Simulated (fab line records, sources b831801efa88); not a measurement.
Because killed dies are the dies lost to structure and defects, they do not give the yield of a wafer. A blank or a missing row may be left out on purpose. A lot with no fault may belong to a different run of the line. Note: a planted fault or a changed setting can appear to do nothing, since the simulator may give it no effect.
A struck lot beside a sound one + flow sky130 + 35 steps out of a route of 708
Sound: the wafers L238.2, L238.4, L238.5. The struck wafers were L246.1, L246.3, L246.5. The cause is given at the end.
Order at every step that has rows: each side's tool, ch and its chambers, its first start. Under that, the readings that differ: sound wafers + struck wafers + difference of the means + sigmas: that difference in standard deviations of wafers without a fault.
alike: readings with means less than 2 such deviations apart, plus words and numbers identical on both sides. not compared: withheld readings, readings lacking a value on some wafer, bounds such as >300 that could conceal the same value, and numbers that have no deviation in the record and whose values overlap.
Wherever a step has rows on one side only, a row that says differs or no value, or a row with sigmas, the two part there. Numbers that have no deviation but don't overlap get no sigmas and don't part them. Lack of a reading on every wafer of one side parts them only where that side has two or more wafers.

first, 8 steps without rows for these wafers: SKY_CAP2M_SPUTTER_02 (material TiN, target thk 200 nm, time 166.7 s); SKY_CAP2M_DEHYDRATE_05 (time 60 s); SKY_CAP2M_HMDS_06 (prime time 60 s); SKY_CAP2M_COAT_07 (resist thk 1140 nm); SKY_CAP2M_SOFTBAKE_08 (time 60 s); SKY_CAP2M_EXPOSE_09 (exposes mask CAP2M, target cd 1000 nm); SKY_CAP2M_PEB_10; SKY_CAP2M_DEVELOP_11 (develop time 60 s).
SKY_CAP2M_METAL_ETCH_13: etches TiN in Cl2/BCl3, stops on SiO2, target depth 220 nm, time 62.9 s.
  sound on rie_metal-01 ch 0,1, day 41 09:54; struck on rie_metal-01 ch 0,1, day 44 04:54
  alike: drypump_motor_current_A, oes_product_au, rf_fwd_power_W, throttle_valve_pct
  not compared: rf_hours_counter_h
then, 25 steps without rows for these wafers: SKY_CAP2M_STRIP_14 (strips in O2/N2); SKY_CAP2M_STRIP_15 (strips in post etch residue remover, time 1200 s); SKY_CAP2M_CLEAN_16 (cleans in IPA, time 180 s); SKY_CAP2M_CLEAN_17 (cleans in O3/DIW); SKY_METAL4_DEHYDRATE_05 (time 60 s); SKY_METAL4_HMDS_06 (prime time 60 s); SKY_METAL4_COAT_07 (resist thk 60 nm); SKY_METAL4_COAT_08 (resist thk 1140 nm); SKY_METAL4_SOFTBAKE_09 (time 90 s); SKY_METAL4_EXPOSE_10 (exposes mask MM4, target cd 300 nm); SKY_METAL4_PEB_11; SKY_METAL4_DEVELOP_12 (develop time 60 s); SKY_METAL4_DESCUM_15 (chemistry O2, time 8 s); SKY_METAL4_ETCH_16 (etches BARC in N2/H2, stops on SiO2, time 88.2 s, target depth 60 nm); SKY_METAL4_ETCH_17 (etches SiO2 in C4F8/O2/Ar, stops on TiN, time 3.9 s, target depth 15 nm); SKY_METAL4_METAL_ETCH_18 (etches the open film in Cl2/BCl3, stops on SiO2, target depth 845 nm, time 183.1 s); SKY_METAL4_STRIP_19 (strips in O2/N2); SKY_METAL4_STRIP_20 (strips in post etch residue remover, time 1200 s); SKY_METAL4_CLEAN_21 (cleans in IPA, time 180 s); SKY_METAL4_CLEAN_22 (cleans in O3/DIW); SKY_VIA4_HDPCVD_00 (deposits SiO2, target thk 1750 nm, time 291.7 s); SKY_VIA4_CMP_02 (polishes SiO2); SKY_VIA4_DEHYDRATE_04 (time 60 s); SKY_VIA4_HMDS_05 (prime time 60 s); SKY_VIA4_COAT_06 (resist thk 1140 nm).
-- the record jumps here: 4 days lie between the struck wafers' starts before and after (it left off in module VIA4 and takes up again in module PAD_OPEN, whose first step shown is number 708 of the route) --
SKY_PAD_OPEN_PROBE_99:
  sound: prober-02 at day 46 06:48; struck: prober-01 at day 48 10:34
| reading                               | sound             | struck            | difference | sigmas |
|---------------------------------------|-------------------|-------------------|------------|--------|
| defect_limited_yield (%)              | 83.7 83.9 82.9    | 74.6 71.7 76.4    | -9.3       | -5     |
| killed_at_other                       | 1 0 0             | 37 53 36          | +42        | +74    |
| killed_dies                           | 80 79 84          | 125 139 116       | +46        | +5     |
| killed_on_rim                         | 17 14 11          | 32 22 29          | +14        | +4     |
| sort_bin_3_pad_short (%)              | 0.6 1.0 1.2       | 2.0 2.2 3.0       | +1.5       | +3     |
| sort_bin_5_function (%)               | 9.1 7.7 9.3       | 17.3 15.9 14.2    | +7.1       | +5     |
| sort_n_pass                           | 412 413 408       | 367 353 376       | -46        | -5     |
| sort_yield_pct (%)                    | 83.7 83.9 82.9    | 74.6 71.7 76.4    | -9.3       | -5     |
| model.etest.tester.sort_n_pass        | 412 413 408       | 367 353 376       | -46        |        |
| model.etest.tester.sort_yield_pct (%) | 83.74 83.94 82.93 | 74.59 71.75 76.42 | -9.28      |        |
| model.etest.tester.sort_bin_5_pct (%) | 9.146 7.724 9.35  | 17.28 15.85 14.23 | +7.05      |        |
| model.etest.tester.sort_bin_3_pct (%) | 0.6098 1.016 1.22 | 2.033 2.236 3.049 | +1.491     |        |
  alike: killed_at_M0_to_M3, killed_at_M4_up, killed_at_contacts, killed_at_front_end, killed_open, killed_short, sort_bin_6_memory

WHERE THEY PART
SKY_PAD_OPEN_PROBE_99 only, going by this record.

WHY: what had been put in by the simulator
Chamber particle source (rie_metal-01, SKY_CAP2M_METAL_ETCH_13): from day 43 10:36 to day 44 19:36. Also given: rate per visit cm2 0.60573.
